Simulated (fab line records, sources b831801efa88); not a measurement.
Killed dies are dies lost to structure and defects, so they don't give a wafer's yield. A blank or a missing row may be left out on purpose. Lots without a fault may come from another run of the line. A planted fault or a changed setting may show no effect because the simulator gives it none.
Which tool did it? | flow gf180mcu | 13 lots, 39 wafers sampled, at 5 steps of a route of 602

WHAT THE GAUGES READ, wafer by wafer
GF_V3_RS_MEAS_24: measures by four-point-probe. Usual: V3_W_RS 0.333 ohm/sq, standard deviation 0.0036.
lot  | measured     | on            | V3_W_RS (ohm/sq)  | flag
L689 | day 22 17:43 | film_metro-03 | 0.327 0.333 0.325 |
L690 | day 23 04:50 | film_metro-03 | 0.336 0.329 0.337 |
L691 | day 23 08:54 | film_metro-01 | 0.327 0.330 0.328 |
L692 | day 24 01:58 | film_metro-02 | 0.335 0.328 0.333 |
L693 | day 24 02:38 | film_metro-03 | 0.331 0.328 0.331 |
L694 | day 24 12:41 | film_metro-03 | 0.333 0.329 0.333 |
L696 | day 25 06:19 | film_metro-02 | 0.327 0.324 0.332 |
L698 | day 25 20:25 | film_metro-01 | 0.332 0.333 0.333 |
L699 | day 26 04:58 | film_metro-01 | 0.334 0.333 0.337 |
L704 | day 28 02:08 | film_metro-02 | 0.334 0.338 0.333 |
L707 | day 29 03:19 | film_metro-03 | 0.330 0.327 0.333 |
L710 | day 29 16:23 | film_metro-02 | 0.334 0.335 0.334 |
L711 | day 30 01:12 | film_metro-02 | 0.333 0.333 0.336 |

GF_M4_OVL_MEAS_15. Usual: M4_OVL -1 nm, standard deviation 6.1.
lot  | measured     | on         | M4_OVL (nm) | flag
L689 | day 23 17:16 | overlay-02 | 2 -2 3      |
L690 | day 24 03:39 | overlay-02 | -5 1 -3     |
L691 | day 24 08:34 | overlay-01 | 0 -8 -2     |
L692 | day 25 00:58 | overlay-01 | -2 7 2      |
L693 | day 25 01:18 | overlay-02 | -11 -6 -9   |
L694 | day 25 10:52 | overlay-01 | 1 1 0       |
L696 | day 26 04:10 | overlay-02 | -6 -2 -11   |
L698 | day 26 18:00 | overlay-01 | 45 35 45    | OFF
L699 | day 27 01:58 | overlay-02 | 2 5 7       |
L704 | day 28 22:49 | overlay-01 | 38 32 39    | OFF
L707 | day 29 22:36 | overlay-01 | -1 5 1      |
L710 | day 30 11:17 | overlay-01 | 3 13 6      |
L711 | day 30 19:08 | overlay-02 | -4 2 0      |

WHICH TOOL RAN EACH LOT (tool, then ch and the chambers of the sampled wafers, then the start)
lot  | GF_V3_CVD_23                  | GF_M4_SPUTTER_00             | GF_M4_EXPOSE_11
L689 | cvd_w-01 ch 0,1, day 22 17:36 | pvd_sputter-02, day 22 18:09 | krf_scanner-01 ch 0, day 23 05:44
L690 | cvd_w-01 ch 0,1, day 23 04:43 | pvd_sputter-02, day 23 05:19 | krf_scanner-01 ch 0, day 23 17:00
L691 | cvd_w-02 ch 0,1, day 23 08:47 | pvd_sputter-02, day 23 09:23 | krf_scanner-02 ch 0, day 23 21:56
L692 | cvd_w-01 ch 0,1, day 24 01:50 | pvd_sputter-03, day 24 02:26 | krf_scanner-01 ch 0, day 24 14:07
L693 | cvd_w-02 ch 0,1, day 24 02:31 | pvd_sputter-04, day 24 03:07 | krf_scanner-02 ch 0, day 24 14:21
L694 | cvd_w-02 ch 0,1, day 24 12:34 | pvd_sputter-04, day 24 13:07 | krf_scanner-02 ch 0, day 25 00:32
L696 | cvd_w-02 ch 0,1, day 25 06:13 | pvd_sputter-02, day 25 06:48 | krf_scanner-01 ch 0, day 25 18:03
L698 | cvd_w-02 ch 0, day 25 20:11   | pvd_sputter-02, day 25 20:54 | krf_scanner-02 ch 0, day 26 07:24
L699 | cvd_w-01 ch 1, day 26 04:50   | pvd_sputter-03, day 26 05:26 | krf_scanner-01 ch 0, day 26 16:14
L704 | cvd_w-01 ch 0,1, day 28 02:01 | pvd_sputter-04, day 28 02:34 | krf_scanner-02 ch 0, day 28 13:01
L707 | cvd_w-01 ch 0,1, day 29 03:11 | pvd_sputter-03, day 29 03:47 | krf_scanner-01 ch 0, day 29 13:56
L710 | cvd_w-01 ch 0,1, day 29 16:17 | pvd_sputter-03, day 29 16:50 | krf_scanner-01 ch 0, day 30 02:18
L711 | cvd_w-02 ch 0,1, day 30 01:04 | pvd_sputter-04, day 30 01:40 | krf_scanner-01 ch 0, day 30 11:06
- GF_V3_CVD_23: deposits W, target thk 350 nm, time 104.9 s.
- GF_M4_SPUTTER_00: material Ti, target thk 37.5 nm, time 150 s.
- GF_M4_EXPOSE_11: exposes mask Metal4, target cd 280 nm.

WHAT THE TOOLS THEMSELVES READ (means of the sampled wafers that have a number; where no wafer has one, the mark that the record gives instead)
GF_V3_CVD_23. Usual: heater_power_w 797 W, standard deviation 52.
lot  | tool     | heater_power_w (W) | flag
L689 | cvd_w-01 | 819                |
L690 | cvd_w-01 | 805                |
L691 | cvd_w-02 | 761                |
L692 | cvd_w-01 | 824                |
L693 | cvd_w-02 | 762                |
L694 | cvd_w-02 | 753                |
L696 | cvd_w-02 | 764                |
L698 | cvd_w-02 | 736                |
L699 | cvd_w-01 | 872                |
L704 | cvd_w-01 | 829                |
L707 | cvd_w-01 | 824                |
L710 | cvd_w-01 | 836                |
L711 | cvd_w-02 | 774                |

GF_M4_SPUTTER_00. Usual: chamber_pressure_pa 2.000 Pa, standard deviation 0.0039; throttle_valve_pct 30.0 %, standard deviation 1.1.
lot  | tool           | chamber_pressure_pa (Pa) | throttle_valve_pct (%) | flag
L689 | pvd_sputter-02 | 2.001                    | 30.5                   |
L690 | pvd_sputter-02 | 1.998                    | 30.4                   |
L691 | pvd_sputter-02 | 2.001                    | 28.4                   |
L692 | pvd_sputter-03 | 1.997                    | 29.9                   |
L693 | pvd_sputter-04 | 2.003                    | 30.1                   |
L694 | pvd_sputter-04 | 2.002                    | 30.4                   |
L696 | pvd_sputter-02 | 2.001                    | 29.7                   |
L698 | pvd_sputter-02 | 1.998                    | 29.5                   |
L699 | pvd_sputter-03 | 2.005                    | 29.4                   |
L704 | pvd_sputter-04 | 1.998                    | 30.1                   |
L707 | pvd_sputter-03 | 2.000                    | 29.4                   |
L710 | pvd_sputter-03 | 1.998                    | 30.2                   |
L711 | pvd_sputter-04 | 1.998                    | 30.7                   |

THE ANSWER, worked out from the rows above alone
Rule: a lot is off if the mean of its wafers that have a number lies more than 3 standard deviations from the usual mean. A lot without any number at a reading at which 4 lots or more have one is off too. The other lots that the step has rows for count as sound. The gauges are gone through in route order, then the tools' own readings, and for those a lot's mean is taken as printed above. The first step at which some lot is off is used, and at that step the reading that is off furthest; a lot without a number counts as furthest.
Off: L698, L704, at GF_M4_OVL_MEAS_15 (M4_OVL).
A tool fits if, at a process step before that reading, it ran every lot that is off, and no sound lot after the first of them. The gauges at GF_M4_OVL_MEAS_15 are tried like those tools. One fits: krf_scanner-02 at GF_M4_EXPOSE_11. Its last sound lot is L694 (day 25 00:32), its first lot that is off L698 (day 26 07:24): a fault that began between those two fits.

WHAT THE SIMULATOR HAD PUT IN
Scanner matching overlay: krf_scanner-02, from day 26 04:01 on, at GF_M4_EXPOSE_11. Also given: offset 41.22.
Lots struck among those shown: L698, L704. The rule above found the same.
